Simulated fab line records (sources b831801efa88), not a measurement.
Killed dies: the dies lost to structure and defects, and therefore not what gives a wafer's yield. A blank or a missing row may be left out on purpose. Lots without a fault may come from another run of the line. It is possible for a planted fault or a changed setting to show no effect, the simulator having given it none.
The tool behind it: which one? :: flow gf180mcu :: Sampling: 13 lots, 39 wafers, 4 of 602 route steps

WHAT EACH GAUGE READ, for each wafer
GF_MVPSD_OVL_MEAS_07.
lot: L794
measured: day 5 01:03
on: overlay-01
MVPSD_OVL (nm): -1.2 -0.7 -2.3

lot: L795
measured: day 5 06:31
on: overlay-01
MVPSD_OVL (nm): -0.3 -1.0 -0.3

lot: L796
measured: day 5 11:46
on: overlay-01
MVPSD_OVL (nm): -0.3 -1.7 -1.3

lot: L797
measured: day 5 17:12
on: overlay-02
MVPSD_OVL (nm): -2.1 0.2 -0.6

lot: L798
measured: day 5 23:01
on: overlay-02
MVPSD_OVL (nm): -1.1 -1.0 -1.4

lot: L799
measured: day 6 08:51
on: overlay-01
MVPSD_OVL (nm): -0.8 -2.0 -3.6

lot: L800
measured: day 6 12:22
on: overlay-01
MVPSD_OVL (nm): -2.4 1.0 1.7

lot: L803
measured: day 7 06:25
on: overlay-02
MVPSD_OVL (nm): -0.5 0.7 1.2

lot: L805
measured: day 7 19:28
on: overlay-01
MVPSD_OVL (nm): 0.8 1.8 3.0

lot: L810
measured: day 8 23:32
on: overlay-02
MVPSD_OVL (nm): 0.3 1.6 -0.6

lot: L812
measured: day 9 10:55
on: overlay-02
MVPSD_OVL (nm): -2.3 -2.8 -0.1

lot: L815
measured: day 10 09:25
on: overlay-02
MVPSD_OVL (nm): -1.2 -0.5 -0.3

lot: L817
measured: day 10 19:14
on: overlay-02
MVPSD_OVL (nm): -0.5 0.0 0.5

GF_NSD_CD_MEAS_07 targets a cd of 400 nm.
lot: L794
measured: day 13 07:40
on: cd-sem-01
cd-nm (nm): 403.0 402.1 402.0

lot: L795
measured: day 13 12:59
on: cd-sem-02
cd-nm (nm): 399.9 401.7 401.5

lot: L796
measured: day 13 22:59
on: cd-sem-02
cd-nm (nm): 403.8 403.2 403.6

lot: L797
measured: day 14 02:49
on: cd-sem-02
cd-nm (nm): 404.0 402.3 400.1

lot: L798
measured: day 14 14:19
on: cd-sem-01
cd-nm (nm): 399.4 399.8 399.9

lot: L799
measured: day 15 04:55
on: cd-sem-01
cd-nm (nm): 402.9 403.4 405.2

lot: L800
measured: day 15 10:28
on: cd-sem-02
cd-nm (nm): 399.7 399.4 397.8

lot: L803
measured: day 16 08:46
on: cd-sem-01
cd-nm (nm): 329.8 330.5 328.8

lot: L805
measured: day 17 05:58
on: cd-sem-02
cd-nm (nm): 340.3 341.2 344.0

lot: L810
measured: day 18 18:23
on: cd-sem-02
cd-nm (nm): 397.7 397.0 396.8

lot: L812
measured: day 19 10:40
on: cd-sem-02
cd-nm (nm): 403.2 402.3 403.6

lot: L815
measured: day 20 14:41
on: cd-sem-02
cd-nm (nm): 398.4 399.9 399.8

lot: L817
measured: day 21 04:10
on: cd-sem-02
cd-nm (nm): 403.4 400.9 403.8

WHICH TOOL RAN EACH LOT (tool, then ch and the chambers of the sampled wafers, then the start)
lot: L794
GF_VT_IMPLANT_RTA_45: rtp-anneal-02 ch 0, day 7 13:03
GF_NSD_EXPOSE_04: iline-stepper-02 ch 0, day 12 21:35

lot: L795
GF_VT_IMPLANT_RTA_45: rtp-anneal-02 ch 0, day 7 19:13
GF_NSD_EXPOSE_04: iline-stepper-02 ch 0, day 13 03:34

lot: L796
GF_VT_IMPLANT_RTA_45: rtp-anneal-02 ch 0, day 8 02:05
GF_NSD_EXPOSE_04: iline-stepper-02 ch 0, day 13 13:05

lot: L797
GF_VT_IMPLANT_RTA_45: rtp-anneal-02 ch 0, day 8 07:01
GF_NSD_EXPOSE_04: iline-stepper-01 ch 0, day 13 16:40

lot: L798
GF_VT_IMPLANT_RTA_45: rtp-anneal-01 ch 0, day 8 13:44
GF_NSD_EXPOSE_04: iline-stepper-02 ch 0, day 14 04:25

lot: L799
GF_VT_IMPLANT_RTA_45: rtp-anneal-02 ch 0, day 9 00:23
GF_NSD_EXPOSE_04: iline-stepper-02 ch 0, day 14 18:10

lot: L800
GF_VT_IMPLANT_RTA_45: rtp-anneal-01 ch 0, day 9 05:12
GF_NSD_EXPOSE_04: iline-stepper-01 ch 0, day 14 23:50

lot: L803
GF_VT_IMPLANT_RTA_45: rtp-anneal-01 ch 0, day 10 02:19
GF_NSD_EXPOSE_04: iline-stepper-01 ch 0, day 15 22:16

lot: L805
GF_VT_IMPLANT_RTA_45: rtp-anneal-01 ch 0, day 10 16:28
GF_NSD_EXPOSE_04: iline-stepper-01 ch 0, day 16 18:56

lot: L810
GF_VT_IMPLANT_RTA_45: rtp-anneal-01 ch 0, day 11 23:56
GF_NSD_EXPOSE_04: iline-stepper-02 ch 0, day 18 06:46

lot: L812
GF_VT_IMPLANT_RTA_45: rtp-anneal-02 ch 0, day 12 12:45
GF_NSD_EXPOSE_04: iline-stepper-02 ch 0, day 18 22:28

lot: L815
GF_VT_IMPLANT_RTA_45: rtp-anneal-01 ch 0, day 13 13:20
GF_NSD_EXPOSE_04: iline-stepper-02 ch 0, day 20 02:49

lot: L817
GF_VT_IMPLANT_RTA_45: rtp-anneal-01 ch 0, day 14 00:10
GF_NSD_EXPOSE_04: iline-stepper-02 ch 0, day 20 16:20
- GF_VT_IMPLANT_RTA_45: time 30 s.
- GF_NSD_EXPOSE_04: exposes mask Nplus, target cd 400 nm.

WHAT THE TOOLS THEMSELVES READ (means of the sampled wafers that have a number; where no wafer has one, the mark that the record gives instead)
GF_VT_IMPLANT_RTA_45.
lot: L794
tool: rtp-anneal-02
chamber-o2-ppm: 1.982
lamp-power-pct (%): 42
wafer_temp_C_max: 1054.3

lot: L795
tool: rtp-anneal-02
chamber-o2-ppm: 1.989
lamp-power-pct (%): 42
wafer_temp_C_max: 1054.0

lot: L796
tool: rtp-anneal-02
chamber-o2-ppm: 2.010
lamp-power-pct (%): 42
wafer_temp_C_max: 1053.3

lot: L797
tool: rtp-anneal-02
chamber-o2-ppm: 2.008
lamp-power-pct (%): 42
wafer_temp_C_max: 1054.2

lot: L798
tool: rtp-anneal-01
chamber-o2-ppm: 1.985
lamp-power-pct (%): 27
wafer_temp_C_max: 1054.2

lot: L799
tool: rtp-anneal-02
chamber-o2-ppm: 2.009
lamp-power-pct (%): 42
wafer_temp_C_max: 1054.0

lot: L800
tool: rtp-anneal-01
chamber-o2-ppm: 1.996
lamp-power-pct (%): 27
wafer_temp_C_max: 1054.6

lot: L803
tool: rtp-anneal-01
chamber-o2-ppm: 2.013
lamp-power-pct (%): 27
wafer_temp_C_max: 1053.8

lot: L805
tool: rtp-anneal-01
chamber-o2-ppm: 2.002
lamp-power-pct (%): 27
wafer_temp_C_max: 1054.1

lot: L810
tool: rtp-anneal-01
chamber-o2-ppm: 2.002
lamp-power-pct (%): 27
wafer_temp_C_max: 1054.3

lot: L812
tool: rtp-anneal-02
chamber-o2-ppm: 1.996
lamp-power-pct (%): 42
wafer_temp_C_max: 1054.2

lot: L815
tool: rtp-anneal-01
chamber-o2-ppm: 1.996
lamp-power-pct (%): 27
wafer_temp_C_max: 1054.2

lot: L817
tool: rtp-anneal-01
chamber-o2-ppm: 2.023
lamp-power-pct (%): 27
wafer_temp_C_max: 1054.5

GF_NSD_EXPOSE_04.
lot: L794
tool: iline-stepper-02
exposure-dose-mJ-cm2: 139.91

lot: L795
tool: iline-stepper-02
exposure-dose-mJ-cm2: 140.11

lot: L796
tool: iline-stepper-02
exposure-dose-mJ-cm2: 139.98

lot: L797
tool: iline-stepper-01
exposure-dose-mJ-cm2: 139.82

lot: L798
tool: iline-stepper-02
exposure-dose-mJ-cm2: 140.19

lot: L799
tool: iline-stepper-02
exposure-dose-mJ-cm2: 140.03

lot: L800
tool: iline-stepper-01
exposure-dose-mJ-cm2: 140.01

lot: L803
tool: iline-stepper-01
exposure-dose-mJ-cm2: 108.58

lot: L805
tool: iline-stepper-01
exposure-dose-mJ-cm2: 114.67

lot: L810
tool: iline-stepper-02
exposure-dose-mJ-cm2: 140.04

lot: L812
tool: iline-stepper-02
exposure-dose-mJ-cm2: 140.08

lot: L815
tool: iline-stepper-02
exposure-dose-mJ-cm2: 139.91

lot: L817
tool: iline-stepper-02
exposure-dose-mJ-cm2: 140.18

THE ANSWER, worked out from the rows above alone
Rule: usual is defined by the lots themselves. The widest of any qualifying gaps counts: lots, ordered by their means at a reading, are off when they make up no more than a third of the lots, leave a main group of 4 or more, and stand apart from it by 3 or more times the standard deviation of that group's means. If all means in a main group match to the digits the tables above print for the reading, that group is not used. Also off: a lot with no number at a reading for which 4 or more lots have one. The other lots that the step has rows for count as sound. Order of review: gauges by route order, followed by the tools' own readings, for which a lot's mean as printed above is used. At the first step where some lot is off, the reading lying furthest off is the one used; lots without a number count as furthest.
Off: L803, L805, at GF_NSD_CD_MEAS_07 (cd-nm). The main group has a mean of 401.3 nm with a standard deviation of 2.1.
A tool fits if, at a process step before that reading, it ran every lot that is off, and no sound lot after the first of them. Not tried: the gauges at GF_NSD_CD_MEAS_07; whatever is off there is also off at GF_NSD_EXPOSE_04, on other tools, and gauge error can't account for it. One candidate fits, namely iline-stepper-01 at GF_NSD_EXPOSE_04. Its last sound lot is L800 (day 14 23:50), its first lot that is off L803 (day 15 22:16): a fault that began between those two fits.
The tool's own readings at GF_NSD_EXPOSE_04 bear it out: on the lots that are off they differ by more than 5 times the standard deviation of the sound lots' means. exposure-dose-mJ-cm2 reads 111.62 there against 140.02 on the sound lots.

WHAT THE SIMULATOR HAD INSERTED
Process parameter drift: iline-stepper-01, from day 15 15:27 on, at GF_NSD_EXPOSE_04. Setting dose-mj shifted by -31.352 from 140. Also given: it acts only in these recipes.
Shown lots that were struck: L803, L805. The same result came from the rule above.
